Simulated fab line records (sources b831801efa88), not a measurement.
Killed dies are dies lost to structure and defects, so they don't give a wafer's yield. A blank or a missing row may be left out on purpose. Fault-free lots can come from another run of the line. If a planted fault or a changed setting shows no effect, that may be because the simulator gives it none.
fab line records ; flow sky130
[record] lots = 12; wafers = 36; last_day = 50
route steps=708 shown CAP2M@616 VIA4@657 PASSIVATION@682 PAD_OPEN@708
lots with no fault: from the same line, run without faults
start_h: start of the lot's first displayed wafer, in hours after the record's first day ; wait_h: hours elapsed since this lot's preceding step ; " as in the row above ; L1.1+2: a single row standing in for several wafers ; - no value, or no start was given ; * or withheld: withheld ; < > ~ a bound
route shown NAME@n: names a module that has steps shown in the file, with the first one's number in the route ; usual: average and standard deviation across the fault-free wafers ; same: alike in all rows ; chamber/n: place in a boat ; sites: the reading at each site ; _std_site: their standard deviation ; _edge_site: mean of outer sites minus mean of inner sites ; radius_mm: how far each site lies from the wafer's centre ; mask NAME#n: copy n ; behind: tool/chamber where the wafer was last shaped ; hold: what put the lot on hold/how long, in hours/how the hold closed ; device: transistor that didn't switch, given as n, p or np ; end of line: at the end of the route, the tests of the same wafers ; a step given without rows: its recipe and nothing more ; killed: dies that structure and defects cost at the first sort, which is not the same as the wafer's yield ; map: per-die view of a wafer (x killed, . not killed, _ where there is no die)
set.NAME: the setting as run; set.NAME@STEP: as run at that earlier step ; model.NAME: the simulator's own value behind a step, which no gauge read
steps of the route over a sample of lots; a table a step, a row a wafer
services: when a tool's chamber went out of use (start_h, in hours from the record's first day, below 0 if earlier), for how many hours, and the reason
[[steps]]
[step SKY_CAP2M_METAL_ETCH_13]
[recipe] target_depth_nm = 220; stop_on = SiO2; chemistry = Cl2/BCl3; target = TiN; pressure_mtorr = 10; icp_w = 900; bias_w = 48.5; Cl2_flow_sccm = 60; bcl3_flow_sccm = 30; time_s = 62.9
[usual] bcl3_flow_sccm = 30.00/0.091; drypump_motor_current_A = 5.6/0.37; mfc_cl2_sccm = 60.01/0.17; oes_product_au = 0.942/0.0068; throttle_valve_pct = 21.899/0.0093
lot.wafer;tool;chamber;start_h;wait_h;bcl3_flow_sccm;drypump_motor_current_A;mfc_cl2_sccm;oes_product_au;rf_hours_counter_h;throttle_valve_pct
L626.1;rie_metal-01;0;943.48;0.0;29.86;6.3;60.13;0.942;12;21.897
L626.3;rie_metal-01;0;943.48;0.0;29.80;6.3;60.01;0.938;-;21.909
L626.5;rie_metal-01;1;943.48;0.0;30.22;6.5;59.78;0.950;-;21.883
L628.2;rie_metal-04;1;983.48;0.0;29.94;5.5;59.74;0.940;5;21.896
L628.5;rie_metal-04;1;983.48;0.0;30.01;5.5;59.88;0.938;-;21.901
L628.6;rie_metal-04;0;983.48;0.0;30.00;5.6;59.56;0.946;-;21.889
L629.1;rie_metal-03;1;990.93;0.0;29.95;5.5;59.86;0.950;17;21.893
L629.3;rie_metal-03;0;990.93;0.0;30.09;5.2;59.99;0.940;-;21.911
L629.5;rie_metal-03;1;990.93;0.0;30.12;5.5;59.87;0.934;-;21.888
L631.1;rie_metal-04;0;1007.64;0.0;29.98;5.6;60.10;0.947;21;21.893
L631.3;rie_metal-04;1;1007.64;0.0;29.93;5.5;59.93;0.941;-;21.906
L631.5;rie_metal-04;1;1007.64;0.0;29.93;5.5;60.09;0.943;-;21.903
L633.1;rie_metal-01;0;1008.93;0.0;30.12;6.3;60.21;0.938;15;21.900
L633.4;rie_metal-01;1;1008.93;0.0;29.99;6.5;59.96;0.944;-;21.885
L633.6;rie_metal-01;0;1008.93;0.0;30.03;6.3;60.27;0.937;-;21.898
L632.1;rie_metal-03;1;1010.47;0.0;29.97;5.5;59.86;0.939;18;21.895
L632.2;rie_metal-03;0;1010.47;0.0;29.95;5.2;60.15;0.942;19;21.916
L632.6;rie_metal-03;0;1010.47;0.0;30.05;5.2;60.05;0.949;-;21.893
L635.1;rie_metal-03;0;1012.92;0.0;29.94;5.2;59.80;0.945;19;21.894
L635.2;rie_metal-03;1;1012.92;0.0;29.94;5.5;59.87;0.945;18;21.904
L635.6;rie_metal-03;1;1012.92;0.0;29.97;5.5;60.10;0.947;-;21.900
L638.2;rie_metal-03;1;1035.00;0.0;30.10;5.5;60.18;0.948;-;21.905
L638.3;rie_metal-03;1;1035.00;0.0;30.17;5.5;60.04;0.950;-;21.908
L638.6;rie_metal-03;1;1035.00;0.0;30.02;5.5;60.09;0.953;-;21.889
L639.1;rie_metal-03;1;1045.17;0.0;29.87;5.5;60.02;0.933;21;21.902
L639.5;rie_metal-03;1;1045.17;0.0;29.95;5.5;59.85;0.928;-;21.918
L639.6;rie_metal-03;1;1045.17;0.0;30.05;5.5;59.98;0.937;-;21.908
L640.2;rie_metal-03;0;1052.23;0.0;30.09;5.2;60.07;0.946;0;21.906
L640.3;rie_metal-03;1;1052.23;0.0;29.96;5.5;59.80;0.938;-;21.893
L640.5;rie_metal-03;0;1052.23;0.0;30.10;5.2;59.79;0.941;-;21.889
L642.4;rie_metal-03;1;1057.65;0.1;29.96;5.5;59.94;0.940;-;21.905
L642.5;rie_metal-03;1;1057.65;0.1;30.06;5.4;59.98;0.936;-;21.892
L642.6;rie_metal-03;1;1057.65;0.1;29.92;5.5;60.00;0.942;-;21.890
L645.2;rie_metal-03;1;1087.42;0.0;30.04;5.5;60.09;0.949;26;21.889
L645.4;rie_metal-03;1;1087.42;0.0;30.01;5.5;60.30;0.944;-;21.898
L645.5;rie_metal-03;1;1087.42;0.0;30.01;5.5;60.23;0.955;-;21.899
[step SKY_VIA4_CVD_18]
[recipe] material = W; target_thk_nm = 505; time_s = 152.14; temp_c = 400; pressure_torr = 40
[usual] heater_power_w = 864/92
lot.wafer;tool;chamber;start_h;wait_h;heater_power_w
L626.1;cvd_w-01;1;993.74;0.0;831
L626.3;cvd_w-01;0;993.74;0.0;837
L626.5;cvd_w-01;1;993.74;0.0;785
L628.2;cvd_w-02;1;1032.10;0.0;794
L628.5;cvd_w-02;1;1032.10;0.0;790
L628.6;cvd_w-02;0;1032.10;0.0;1024
L629.1;cvd_w-02;0;1038.46;0.0;1034
L629.3;cvd_w-02;0;1038.46;0.0;1049
L629.5;cvd_w-02;0;1038.46;0.0;1032
L631.1;cvd_w-01;1;1054.84;0.0;795
L631.3;cvd_w-01;0;1054.84;0.0;829
L631.5;cvd_w-01;1;1054.84;0.0;808
L633.1;cvd_w-02;0;1054.90;0.0;1040
L633.4;cvd_w-02;1;1054.90;0.0;808
L633.6;cvd_w-02;1;1054.90;0.0;766
L632.1;cvd_w-01;0;1057.85;0.0;846
L632.2;cvd_w-01;1;1057.85;0.0;811
L632.6;cvd_w-01;1;1057.85;0.0;824
L635.1;cvd_w-01;0;1059.69;0.0;841
L635.2;cvd_w-01;1;1059.69;0.0;831
L635.6;cvd_w-01;1;1059.69;0.0;810
L638.2;cvd_w-01;1;1080.90;0.0;831
L638.3;cvd_w-01;1;1080.90;0.0;828
L638.6;cvd_w-01;0;1080.90;0.0;834
L639.1;cvd_w-02;1;1090.33;0.0;800
L639.5;cvd_w-02;1;1090.33;0.0;824
L639.6;cvd_w-02;0;1090.33;0.0;1058
L640.2;cvd_w-01;0;1096.99;0.0;812
L640.3;cvd_w-01;0;1096.99;0.0;860
L640.5;cvd_w-01;0;1096.99;0.0;855
L642.4;cvd_w-01;1;1101.24;0.1;829
L642.5;cvd_w-01;1;1101.24;0.1;819
L642.6;cvd_w-01;0;1101.24;0.1;867
L645.2;cvd_w-01;0;1131.87;0.0;841
L645.4;cvd_w-01;0;1131.87;0.0;826
L645.5;cvd_w-01;1;1131.87;0.0;792
[step SKY_PASSIVATION_THK_MEAS_01]
[recipe] reads = SiO2_of_PASSIVATION_CVD_00
[usual] PASSIVATION_CVD_00_THK = 89.7/1
lot.wafer;tool;chamber;start_h;wait_h;PASSIVATION_CVD_00_THK[nm]
L626.1;film_metro-01;-;1017.18;-;89.5
L626.3;film_metro-01;-;1017.18;-;88.5
L626.5;film_metro-01;-;1017.18;-;90.5
L628.2;film_metro-02;-;1055.37;-;88.4
L628.5;film_metro-02;-;1055.37;-;89.9
L628.6;film_metro-02;-;1055.37;-;90.6
L629.1;film_metro-02;-;1061.15;-;88.1
L629.3;film_metro-02;-;1061.15;-;89.9
L629.5;film_metro-02;-;1061.15;-;90.3
L631.1;film_metro-03;-;1077.53;-;90.6
L631.3;film_metro-03;-;1077.53;-;90.2
L631.5;film_metro-03;-;1077.53;-;91.6
L633.1;film_metro-01;-;1077.89;-;89.5
L633.4;film_metro-01;-;1077.89;-;90.8
L633.6;film_metro-01;-;1077.89;-;90.4
L632.1;film_metro-03;-;1080.03;-;88.6
L632.2;film_metro-03;-;1080.03;-;89.2
L632.6;film_metro-03;-;1080.03;-;91.8
L635.1;film_metro-03;-;1082.03;-;88.4
L635.2;film_metro-03;-;1082.03;-;88.6
L635.6;film_metro-03;-;1082.03;-;89.7
L638.2;film_metro-03;-;1102.98;-;90.9
L638.3;film_metro-03;-;1102.98;-;90.5
L638.6;film_metro-03;-;1102.98;-;91.0
L639.1;film_metro-02;-;1112.27;-;89.5
L639.5;film_metro-02;-;1112.27;-;89.0
L639.6;film_metro-02;-;1112.27;-;89.7
L640.2;film_metro-03;-;1118.69;-;89.0
L640.3;film_metro-03;-;1118.69;-;88.6
L640.5;film_metro-03;-;1118.69;-;89.8
L642.4;film_metro-03;-;1123.84;-;89.7
L642.5;film_metro-03;-;1123.84;-;90.0
L642.6;film_metro-03;-;1123.84;-;88.4
L645.2;film_metro-02;-;1152.39;-;89.6
L645.4;film_metro-02;-;1152.39;-;90.6
L645.5;film_metro-02;-;1152.39;-;91.2
[step SKY_PASSIVATION_THK_MEAS_03]
[recipe] reads = Si3N4_of_PASSIVATION_CVD_02
[usual] PASSIVATION_CVD_02_THK = 539/6.8
lot.wafer;tool;chamber;start_h;wait_h;PASSIVATION_CVD_02_THK[nm]
L626.1;film_metro-03;-;1017.57;-;535
L626.3;film_metro-03;-;1017.57;-;538
L626.5;film_metro-03;-;1017.57;-;549
L628.2;film_metro-02;-;1055.66;-;537
L628.5;film_metro-02;-;1055.66;-;535
L628.6;film_metro-02;-;1055.66;-;538
L629.1;film_metro-03;-;1061.44;-;534
L629.3;film_metro-03;-;1061.44;-;535
L629.5;film_metro-03;-;1061.44;-;541
L631.1;film_metro-03;-;1077.81;-;533
L631.3;film_metro-03;-;1077.81;-;539
L631.5;film_metro-03;-;1077.81;-;543
L633.1;film_metro-01;-;1078.17;-;536
L633.4;film_metro-01;-;1078.17;-;554
L633.6;film_metro-01;-;1078.17;-;542
L632.1;film_metro-03;-;1080.32;-;543
L632.2;film_metro-03;-;1080.32;-;539
L632.6;film_metro-03;-;1080.32;-;547
L635.1;film_metro-03;-;1082.31;-;530
L635.2;film_metro-03;-;1082.31;-;537
L635.6;film_metro-03;-;1082.31;-;541
L638.2;film_metro-02;-;1103.27;-;541
L638.3;film_metro-02;-;1103.27;-;549
L638.6;film_metro-02;-;1103.27;-;551
L639.1;film_metro-03;-;1112.56;-;539
L639.5;film_metro-03;-;1112.56;-;549
L639.6;film_metro-03;-;1112.56;-;555
L640.2;film_metro-01;-;1118.98;-;539
L640.3;film_metro-01;-;1118.98;-;541
L640.5;film_metro-01;-;1118.98;-;551
L642.4;film_metro-01;-;1124.13;-;541
L642.5;film_metro-01;-;1124.13;-;539
L642.6;film_metro-01;-;1124.13;-;538
L645.2;film_metro-01;-;1152.78;-;531
L645.4;film_metro-01;-;1152.78;-;536
L645.5;film_metro-01;-;1152.78;-;535
[step SKY_PAD_OPEN_PROBE_99]
[usual] defect_limited_yield = 82.3/2.1; killed_at_M0_to_M3 = 43/7.4; killed_at_M4_up = 3.1/1.8; killed_at_contacts = 26/5.6; killed_at_front_end = 15/4.9; killed_at_other = 0.2/0.44; killed_dies = 87/10; killed_open = 48/7.6; killed_short = 39/6.2; sort_bin_3_pad_short = 0.9/0.43; sort_bin_5_function = 10.5/1.5; sort_bin_6_memory = 6.3/1.2; sort_n_pass = 405/10; sort_yield_pct = 82.3/2.1
[same] gross_dies = 492; killed_at_back_side = 0; sort_bin_4_leakage[%] = 0; sort_bin_8_speed[%] = 0
lot.wafer;tool;chamber;start_h;wait_h;defect_limited_yield[%];killed_at_M0_to_M3;killed_at_M4_up;killed_at_contacts;killed_at_front_end;killed_at_other;killed_dies;killed_open;killed_short;sort_bin_3_pad_short[%];sort_bin_5_function[%];sort_bin_6_memory[%];sort_n_pass;sort_yield_pct[%]
L626.1;prober-01;-;1063.81;0.1;79.7;41;5;34;20;0;100;59;41;0.8;12.4;7.1;392;79.7
L626.3;prober-01;-;1063.91;0.2;79.7;47;5;25;23;0;100;58;42;1.2;12.6;6.5;392;79.7
L626.5;prober-01;-;1064.01;0.2;80.5;42;2;35;16;1;96;53;43;1.4;13.0;5.1;396;80.5
L629.1;prober-01;-;1104.82;0.1;80.7;54;4;22;13;2;95;46;48;1.2;9.6;8.5;397;80.7
L629.3;prober-01;-;1104.92;0.2;81.9;37;4;26;22;0;89;52;37;1.4;10.8;5.9;403;81.9
L629.5;prober-01;-;1105.02;0.2;80.9;57;2;17;18;0;94;41;53;0.4;12.6;6.1;398;80.9
L635.1;prober-01;-;1125.57;0.1;83.7;42;4;23;11;0;80;41;39;1.0;9.3;5.9;412;83.7
L635.2;prober-01;-;1125.62;0.1;82.5;45;6;24;11;0;86;46;40;0.8;10.0;6.7;406;82.5
L635.6;prober-01;-;1125.82;0.2;86.2;38;1;20;9;0;68;34;34;0.2;8.1;5.5;424;86.2
L638.2;prober-01;-;1145.00;0.1;82.9;47;2;18;17;0;84;46;38;1.2;8.9;6.9;408;82.9
L638.3;prober-01;-;1145.05;0.2;87.0;34;1;22;7;0;64;38;26;0.6;6.7;5.7;428;87.0
L638.6;prober-01;-;1145.20;0.2;84.3;39;6;21;11;0;77;46;30;0.6;10.0;5.1;415;84.3
L640.2;prober-01;-;1159.05;0.1;81.9;44;6;24;15;0;89;41;48;1.2;10.0;6.9;403;81.9
L640.3;prober-01;-;1159.10;0.2;73.6;43;2;25;19;41;130;48;41;2.0;16.7;7.7;362;73.6
L640.5;prober-01;-;1159.20;0.2;83.5;39;3;26;13;0;81;47;34;0.6;11.0;4.9;411;83.5
L642.4;prober-01;-;1163.03;0.2;71.5;48;3;31;11;47;140;50;43;2.8;17.7;7.9;352;71.5
L642.5;prober-01;-;1163.08;0.2;75.4;41;4;19;19;38;121;55;28;1.2;17.5;5.9;371;75.4
L642.6;prober-01;-;1163.13;0.2;70.9;48;2;36;13;44;143;56;43;2.0;18.9;8.1;349;70.9
L645.2;prober-02;-;1188.43;0.1;74.4;43;2;24;13;44;126;46;36;2.2;17.5;5.9;366;74.4
L645.4;prober-02;-;1188.53;0.2;75.4;39;6;19;21;36;121;50;35;2.8;16.3;5.5;371;75.4
L645.5;prober-02;-;1188.58;0.2;76.4;44;0;19;11;42;116;41;33;3.3;14.6;5.7;376;76.4
// killed by level:class
L626.1 CONTACT:geometric_particle:open=24 VIA1:geometric_particle:short=7 POLY_GATE:geometric_particle:short=6 VIA2:geometric_particle:open=6 METAL2:geometric_particle:short=6 VIA3:geometric_particle:open=4 SPACER:geometric_particle:open=4 CONTACT:geometric_particle:short=4
L626.3 VIA1:geometric_particle:open=11 CONTACT:geometric_particle:open=10 VIA3:geometric_particle:open=9 LI_CONTACT:geometric_particle:open=7 FIELD_ISO:geometric_particle:short=6 FIELD_ISO:geometric_particle:open=6 VIA2:geometric_particle:open=6 CONTACT:geometric_particle:short=5
L626.5 CONTACT:geometric_particle:open=15 VIA1:geometric_particle:open=12 LOCAL_INTERCONNECT:geometric_particle:short=7 FIELD_ISO:geometric_particle:short=5 CONTACT:geometric_particle:short=5 VIA3:geometric_particle:open=5 LI_CONTACT:geometric_particle:short=4 VIA1:geometric_particle:short=4
L629.1 VIA1:geometric_particle:open=10 CONTACT:geometric_particle:open=9 METAL2:geometric_particle:short=8 VIA2:geometric_particle:short=6 LI_CONTACT:geometric_particle:open=5 VIA2:geometric_particle:open=5 METAL1:geometric_particle:short=5 VIA3:geometric_particle:short=5
L629.3 CONTACT:geometric_particle:open=15 VIA1:geometric_particle:open=9 FIELD_ISO:geometric_particle:short=8 FIELD_ISO:geometric_particle:open=6 VIA3:geometric_particle:open=6 VIA2:geometric_particle:open=5 METAL2:geometric_particle:short=5 LI_CONTACT:geometric_particle:open=4
L629.5 VIA1:geometric_particle:open=13 VIA1:geometric_particle:short=9 CONTACT:geometric_particle:open=8 METAL3:geometric_particle:short=7 CONTACT:geometric_particle:short=6 METAL1:geometric_particle:short=6 POLY_GATE:geometric_particle:short=5 VIA3:geometric_particle:open=5
L635.1 METAL1:geometric_particle:short=8 VIA2:geometric_particle:open=7 VIA1:geometric_particle:open=7 METAL2:geometric_particle:short=7 CONTACT:geometric_particle:open=6 LI_CONTACT:geometric_particle:open=5 FIELD_ISO:geometric_particle:open=4 LI_CONTACT:geometric_particle:short=4
L635.2 LI_CONTACT:geometric_particle:open=8 VIA1:geometric_particle:open=8 CONTACT:geometric_particle:open=7 VIA3:geometric_particle:open=6 CONTACT:geometric_particle:short=5 VIA1:geometric_particle:short=5 METAL2:geometric_particle:short=5 VIA2:geometric_particle:short=5
L635.6 VIA1:geometric_particle:open=12 CONTACT:geometric_particle:open=8 CONTACT:geometric_particle:short=6 VIA3:geometric_particle:open=6 VIA1:geometric_particle:short=6 LOCAL_INTERCONNECT:geometric_particle:short=4 SPACER:geometric_particle:short=3 METAL2:geometric_particle:short=3
L638.2 VIA1:geometric_particle:open=10 CONTACT:geometric_particle:open=9 FIELD_ISO:geometric_particle:short=6 LI_CONTACT:geometric_particle:open=6 METAL1:geometric_particle:short=6 VIA2:geometric_particle:short=5 VIA2:geometric_particle:open=5 FIELD_ISO:geometric_particle:open=4
L638.3 CONTACT:geometric_particle:open=9 VIA1:geometric_particle:open=9 METAL1:geometric_particle:short=7 CONTACT:geometric_particle:short=6 VIA2:geometric_particle:open=5 VIA3:geometric_particle:open=5 LOCAL_INTERCONNECT:geometric_particle:short=4 VIA1:geometric_particle:short=3
L638.6 VIA2:geometric_particle:open=8 LI_CONTACT:geometric_particle:open=7 VIA1:geometric_particle:open=6 METAL1:geometric_particle:short=6 CONTACT:geometric_particle:open=5 FIELD_ISO:geometric_particle:open=4 LI_CONTACT:geometric_particle:short=4 METAL2:geometric_particle:short=4
L640.2 CONTACT:geometric_particle:open=10 METAL2:geometric_particle:short=9 VIA1:geometric_particle:open=7 VIA2:geometric_particle:open=7 VIA3:geometric_particle:short=5 LI_CONTACT:geometric_particle:open=5 VIA3:geometric_particle:open=5 METAL4:geometric_particle:short=5
L640.3 CAP2M:unspecified=41 VIA3:geometric_particle:open=11 FIELD_ISO:geometric_particle:open=7 CONTACT:geometric_particle:open=7 VIA1:geometric_particle:open=7 LOCAL_INTERCONNECT:geometric_particle:short=6 METAL2:geometric_particle:short=6 FIELD_ISO:geometric_particle:short=5
L640.5 CONTACT:geometric_particle:open=13 VIA2:geometric_particle:open=8 VIA1:geometric_particle:open=6 LI_CONTACT:geometric_particle:open=5 CONTACT:geometric_particle:short=5 METAL2:geometric_particle:short=5 VIA3:geometric_particle:short=4 FIELD_ISO:geometric_particle:short=3
L642.4 CAP2M:unspecified=47 CONTACT:geometric_particle:short=11 VIA3:geometric_particle:open=11 VIA1:geometric_particle:open=11 LI_CONTACT:geometric_particle:open=6 CONTACT:geometric_particle:open=6 LOCAL_INTERCONNECT:geometric_particle:short=5 METAL1:geometric_particle:short=5
L642.5 CAP2M:unspecified=38 VIA1:geometric_particle:open=13 POLY_GATE:geometric_particle:open=8 VIA2:geometric_particle:open=8 VIA3:geometric_particle:open=7 CONTACT:geometric_particle:open=7 FIELD_ISO:geometric_particle:open=6 LI_CONTACT:geometric_particle:open=6
L642.6 CAP2M:unspecified=43 CONTACT:geometric_particle:open=15 VIA1:geometric_particle:open=12 VIA2:geometric_particle:open=9 VIA3:geometric_particle:open=7 LI_CONTACT:geometric_particle:open=7 LI_CONTACT:geometric_particle:short=6 VIA1:geometric_particle:short=6
L645.2 CAP2M:unspecified=44 VIA1:geometric_particle:open=8 LI_CONTACT:geometric_particle:open=7 CONTACT:geometric_particle:open=7 METAL2:geometric_particle:short=7 CONTACT:geometric_particle:short=6 METAL1:geometric_particle:open=6 VIA2:geometric_particle:open=6
L645.4 CAP2M:unspecified=36 METAL2:geometric_particle:short=9 VIA2:geometric_particle:open=9 FIELD_ISO:geometric_particle:open=8 LI_CONTACT:geometric_particle:open=8 CONTACT:geometric_particle:open=7 VIA3:geometric_particle:open=7 METAL4:geometric_particle:short=5
L645.5 CAP2M:unspecified=42 VIA1:geometric_particle:open=11 VIA3:geometric_particle:open=10 CONTACT:geometric_particle:open=7 METAL1:geometric_particle:short=7 POLY_GATE:geometric_particle:short=4 LI_CONTACT:geometric_particle:open=4 CONTACT:geometric_particle:short=4
[[services]]
tool;chamber;start_h;hours;kind
rie_metal-03;-;931.29;1.4;pm
rie_metal-04;-;957.90;1.4;pm
cvd_w-02;1;964.27;5.6;repair
rie_metal-01;-;966.51;2.8;pm
rie_metal-01;-;975.36;3.6;repair
rie_metal-01;-;982.06;14.6;pm
rie_metal-03;-;1001.81;2.8;pm
cvd_w-02;-;1006.53;0.9;repair
rie_metal-04;-;1009.38;4.3;pm
rie_metal-04;0;1014.21;-;clean
rie_metal-04;0;1014.21;24.8;scheduled_down
rie_metal-04;0;1014.21;24.8;vent_cycle
rie_metal-03;0;1030.52;-;clean
rie_metal-03;0;1030.52;21.2;scheduled_down
rie_metal-03;0;1030.52;21.2;vent_cycle
rie_metal-04;1;1033.61;4.0;repair
rie_metal-03;0;1055.96;21.5;repair
rie_metal-03;-;1057.80;0.3;repair
cvd_w-02;-;1069.68;2.8;repair
cvd_w-02;-;1098.98;6.9;pm
rie_metal-01;-;1111.18;0.4;repair
rie_metal-03;1;1113.52;-;clean
rie_metal-03;1;1113.52;21.5;scheduled_down
rie_metal-03;1;1113.52;21.5;vent_cycle
[[key]]
[first_sign] step = SKY_PAD_OPEN_PROBE_99; reading = killed_at_other; direction = up; sigmas = 42; usual = 0.2; struck = 41.7
[effect] step = SKY_PAD_OPEN_PROBE_99; reading = sort_bin_5_function; direction = up; sigmas = 4.2; usual = 10.5; struck = 17.0
met_at SKY_CAP2M_METAL_ETCH_13
struck_lots L640,L642,L645
struck_wafers L640.3,L642.4,L642.5,L642.6,L645.2,L645.4,L645.5
not_acting_at SKY_VIA4_CVD_18,SKY_PASSIVATION_THK_MEAS_01,SKY_PASSIVATION_THK_MEAS_03
onset_between 1045.17 1052.23
[fault] kind = chamber_particle_source; tool = rie_metal-03; chamber = 1; onset_h = 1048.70; steps = SKY_CAP2M_METAL_ETCH_13; rate_per_visit_cm2 = 0.44257; end_h = 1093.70
